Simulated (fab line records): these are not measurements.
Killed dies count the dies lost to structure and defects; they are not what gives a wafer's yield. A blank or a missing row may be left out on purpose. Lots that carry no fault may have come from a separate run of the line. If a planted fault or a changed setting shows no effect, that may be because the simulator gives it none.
The tool behind it: which one? || flow gf180mcu || Sampling: 10 lots, 30 wafers, 5 of 602 route steps

== WHAT EACH GAUGE READ, for each wafer ==
GF_VT_IMPLANT_OVL_MEAS_40.
{"lot": "L260", "measured": "day 7 13:34", "on": "overlay-02", "VT_IMPLANT_03_OVL (nm)": "0.3 0.0 0.7"}
{"lot": "L261", "measured": "day 7 21:47", "on": "overlay-02", "VT_IMPLANT_03_OVL (nm)": "1.0 -0.2 1.1"}
{"lot": "L265", "measured": "day 9 00:01", "on": "overlay-01", "VT_IMPLANT_03_OVL (nm)": "-1.3 -0.9 0.0"}
{"lot": "L268", "measured": "day 9 22:40", "on": "overlay-01", "VT_IMPLANT_03_OVL (nm)": "-1.0 0.6 0.5"}
{"lot": "L272", "measured": "day 11 00:16", "on": "overlay-01", "VT_IMPLANT_03_OVL (nm)": "-0.7 -1.4 -1.0"}
{"lot": "L273", "measured": "day 11 02:43", "on": "overlay-02", "VT_IMPLANT_03_OVL (nm)": "-1.9 -0.7 -1.6"}
{"lot": "L277", "measured": "day 12 05:58", "on": "overlay-01", "VT_IMPLANT_03_OVL (nm)": "2.2 1.6 0.7"}
{"lot": "L279", "measured": "day 12 20:22", "on": "overlay-01", "VT_IMPLANT_03_OVL (nm)": "0.6 -0.8 0.4"}
{"lot": "L281", "measured": "day 13 10:31", "on": "overlay-02", "VT_IMPLANT_03_OVL (nm)": "-1.3 -0.5"}
{"lot": "L283", "measured": "day 13 21:38", "on": "overlay-02", "VT_IMPLANT_03_OVL (nm)": 0.9}

== EACH LOT AND THE TOOL THAT RAN IT (in order: tool; ch and the chambers of the sampled wafers; start) ==
{"lot": "L260", "GF_STI_ETCH_13": "rie-diel-03 ch 0,2,3, day 2 03:02", "GF_STI_ETCH_14": "rie-si-02 ch 0,2,3, day 2 03:07", "GF_STI_STRIP_15": "plasma-asher-01 ch 0, day 2 03:11", "GF_MVPSD_STRIP_10": "plasma-asher-04 ch 0,1, day 5 02:06"}
{"lot": "L261", "GF_STI_ETCH_13": "rie-diel-01 ch 0,1, day 2 08:29", "GF_STI_ETCH_14": "rie-si-01 ch 0,3, day 2 08:34", "GF_STI_STRIP_15": "plasma-asher-02 ch 0,1, day 2 08:40", "GF_MVPSD_STRIP_10": "plasma-asher-04 ch 0,1, day 5 08:47"}
{"lot": "L265", "GF_STI_ETCH_13": "rie-diel-04 ch 0,1,2, day 3 03:32", "GF_STI_ETCH_14": "rie-si-02 ch 0,1,3, day 3 03:37", "GF_STI_STRIP_15": "plasma-asher-03 ch 0,1, day 3 03:41", "GF_MVPSD_STRIP_10": "plasma-asher-03 ch 0,1, day 6 09:33"}
{"lot": "L268", "GF_STI_ETCH_13": "rie-diel-01 ch 0,1,2, day 3 20:38", "GF_STI_ETCH_14": "rie-si-01 ch 0,1,3, day 3 20:43", "GF_STI_STRIP_15": "plasma-asher-03 ch 0,1, day 3 20:47", "GF_MVPSD_STRIP_10": "plasma-asher-03 ch 0,1, day 7 04:12"}
{"lot": "L272", "GF_STI_ETCH_13": "rie-diel-04 ch 1,2,3, day 4 16:59", "GF_STI_ETCH_14": "rie-si-02 ch 1,2,3, day 4 17:04", "GF_STI_STRIP_15": "plasma-asher-01 ch 0,1, day 4 17:08", "GF_MVPSD_STRIP_10": "plasma-asher-04 ch 0,1, day 8 03:54"}
{"lot": "L273", "GF_STI_ETCH_13": "rie-diel-01 ch 1,3, day 4 20:56", "GF_STI_ETCH_14": "rie-si-01 ch 1,2,3, day 4 21:01", "GF_STI_STRIP_15": "plasma-asher-03 ch 0,1, day 4 21:05", "GF_MVPSD_STRIP_10": "plasma-asher-03 ch 0,1, day 8 06:09"}
{"lot": "L277", "GF_STI_ETCH_13": "rie-diel-04 ch 1,3, day 5 16:29", "GF_STI_ETCH_14": "rie-si-02 ch 0,2, day 5 16:34", "GF_STI_STRIP_15": "plasma-asher-01 ch 0,1, day 5 16:38", "GF_MVPSD_STRIP_10": "plasma-asher-03 ch 0,1, day 9 05:57"}
{"lot": "L279", "GF_STI_ETCH_13": "rie-diel-01 ch 0,1,2, day 6 04:26", "GF_STI_ETCH_14": "rie-si-01 ch 0,3, day 6 04:31", "GF_STI_STRIP_15": "plasma-asher-01 ch 0,1, day 6 04:35", "GF_MVPSD_STRIP_10": "plasma-asher-04 ch 0, day 9 17:33"}
{"lot": "L281", "GF_STI_ETCH_13": "rie-diel-04 ch 1,2,3, day 6 13:26", "GF_STI_ETCH_14": "rie-si-01 ch 1,3, day 6 13:31", "GF_STI_STRIP_15": "plasma-asher-03 ch 0,1, day 6 13:35", "GF_MVPSD_STRIP_10": "plasma-asher-01 ch 0,1, day 10 06:36"}
{"lot": "L283", "GF_STI_ETCH_13": "rie-diel-04 ch 0,2, day 6 23:26", "GF_STI_ETCH_14": "rie-si-02 ch 0,3, day 6 23:31", "GF_STI_STRIP_15": "plasma-asher-01 ch 0,1, day 6 23:37", "GF_MVPSD_STRIP_10": "plasma-asher-03 ch 1, day 10 16:13"}
- GF_STI_ETCH_13: etches the open film in CHF3/O2, stops on Si, target depth 282.31 nm, time 112.9 s.
- GF_STI_ETCH_14: etches Si in HBr/Cl2/O2, target depth 360 nm, time 102.9 s.
- GF_STI_STRIP_15: strips in O2/N2.
- GF_MVPSD_STRIP_10: strips in O2/N2.

== THE ANSWER, worked out from the rows above alone ==
Rule: the lots themselves supply what counts as usual. Put in order of their means at a reading, lots are off if they are a third of the lots or fewer, leave a main group of 4 or more, and stand apart from it by a gap of 3 or more times the standard deviation of the main group's means; of several such gaps the widest counts. A main group whose means are all the same, to the digits that the tables above print for the reading, isn't used. A lot without any number at a reading at which 4 lots or more have one is off too. Any other lot the step has rows for is counted as sound.
No lot is off at any reading shown: from this, nothing can be told.

== WHAT THE SIMULATOR PUT IN ==
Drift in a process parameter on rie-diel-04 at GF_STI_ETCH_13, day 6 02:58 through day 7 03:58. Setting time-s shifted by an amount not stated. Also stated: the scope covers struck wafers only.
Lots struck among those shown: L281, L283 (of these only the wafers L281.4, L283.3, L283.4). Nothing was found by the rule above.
